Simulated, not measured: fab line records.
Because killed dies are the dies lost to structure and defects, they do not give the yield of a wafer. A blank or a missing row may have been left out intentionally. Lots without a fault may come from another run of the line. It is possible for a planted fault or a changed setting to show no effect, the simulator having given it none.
A single fault, viewed from 2 desks -- flow sfq line -- every desk sees just its own numbers, and what lay behind them comes last

AT THE METROLOGY DESK
Means of the sampled wafers that have a number, per lot and without regard to the tool the lot ran on: this is what the gauges read. Any lot whose mean is over 4 standard deviations away from the usual mean is out of limits and marked OUT; that distance is given in the brackets.
Columns: A = M7_NB_RS at SFQ_M7_RS_MEAS_943, usual 0.887 ohm/sq; B = M7_OVL at SFQ_M7_OVL_MEAS_945, usual -1 nm
lot,first seen here,A,B
L129,day 68 06:05,0.885,-5
L131,day 69 06:03,0.878,-5
L139,day 71 18:57,0.897,6
L141,day 73 00:43,0.900,2
L145,day 73 09:07,0.889,3
L147,day 74 01:56,0.886,-9
This desk found nothing out of limits on any of the 6 lots.

FOR THE TOOL OWNER'S DESK: litho track-04
The tool's own readings at SFQ_TRILAYER_M7_LITHO_PEB_180 (peb time 60 s): means of the sampled wafers that have a number, for each lot that ran on this tool. Any lot whose mean is over 4 standard deviations away from the usual mean is out of limits and marked OUT; that distance is given in the brackets.
Columns: A = exhaust pa at SFQ_TRILAYER_M7_LITHO_PEB_180, usual 45.3 Pa; B = heater power total W at SFQ_TRILAYER_M7_LITHO_PEB_180, usual 79.16 W
lot,first seen here,A,B
L131,day 70 07:04,45.2,79.20
L139,day 72 22:11,44.8,80.55 (+21) OUT
L141,day 74 01:43,45.6,79.56 (+6.0) OUT
This desk's verdict: out of limits on L139, L141, starting with L139 at day 72 22:11 (heater power total W at SFQ_TRILAYER_M7_LITHO_PEB_180). L131 stayed within limits.

PUT TOGETHER
At day 72 22:11, on L139, L141, the tool owner's desk was in a position to raise an alarm.
At the metrology desk, nothing out of limits was observed.
The metrology desk holds a record of L139, L141, inside its limits.
Of the lots named, all ran SFQ_TRILAYER_M7_LITHO_PEB_180 on litho track-04.

WHAT THE SIMULATOR HAD INSERTED
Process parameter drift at SFQ_TRILAYER_M7_LITHO_PEB_180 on litho track-04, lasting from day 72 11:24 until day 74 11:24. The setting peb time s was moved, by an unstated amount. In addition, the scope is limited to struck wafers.
Struck lots among those shown: L139, L141.
Delay in hours, fault start to first out-of-limits reading, by desk: the tool owner's desk at 11.
